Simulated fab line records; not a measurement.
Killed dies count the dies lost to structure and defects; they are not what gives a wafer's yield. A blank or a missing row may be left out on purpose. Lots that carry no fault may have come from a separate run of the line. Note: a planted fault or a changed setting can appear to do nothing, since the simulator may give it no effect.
Chamber matching + flow sky130 + SKY_CONTACT_CMP_27 on cmp-02 has 4 sister chambers
The step polishes, stops on SiO2, t overpolish 15 s, target thk 0 nm. 4 wafers are shown with their chamber, then 10 later ones without.

== WAFERS WITH THEIR CHAMBER ==
| wafer  | chamber | motor-current-A (A) |
|--------|---------|---------------------|
| L473.6 | 1       | 10.9                |
| L478.6 | 0       | 11.5                |
| L479.2 | 2       | 11.6                |
| L479.3 | 3       | 9.8                 |

== WAFERS WITH NO CHAMBER GIVEN ==
| wafer  | motor-current-A (A) |
|--------|---------------------|
| L479.6 | 10.9                |
| L480.1 | 11.9                |
| L480.2 | 10.4                |
| L480.5 | 11.1                |
| L481.1 | 10.9                |
| L481.4 | 9.1                 |
| L481.6 | 10.4                |
| L488.3 | 9.4                 |
| L488.4 | 11.7                |
| L488.6 | 10.9                |

== CHAMBER TAKEN BY EACH ==
| wafer  | from the rows above               | in truth |
|--------|-----------------------------------|----------|
| L479.6 | can't be placed: 1 or 0 or 2      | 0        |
| L480.1 | can't be placed: 2 or 0 or 1      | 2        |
| L480.2 | can't be placed: 1 or 3 or 0 or 2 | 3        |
| L480.5 | can't be placed: 1 or 0 or 2      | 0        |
| L481.1 | can't be placed: 1 or 0 or 2      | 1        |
| L481.4 | 3                                 | 3        |
| L481.6 | can't be placed: 1 or 3 or 0 or 2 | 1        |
| L488.3 | 3                                 | 3        |
| L488.4 | can't be placed: 2 or 0 or 1      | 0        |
| L488.6 | can't be placed: 1 or 0 or 2      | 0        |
2 of 10 placed correctly. These rows do not allow placing 8 (true chamber among the candidates in 8). 0 placed wrongly.
How it was worked out, from the rows above alone: a wafer's distance from a chamber is the root of the sum, over the readings, of the square of ((its reading less the chamber's mean) divided by the reading's scatter). The wafer belongs to the nearest chamber; if the next one is less than 2 further off, it can't be placed. The mean given for a chamber averages the wafers shown for that chamber. The scatter: root of mean squared gap, hidden wafer to nearest shown wafer, with one shown wafer a chamber.
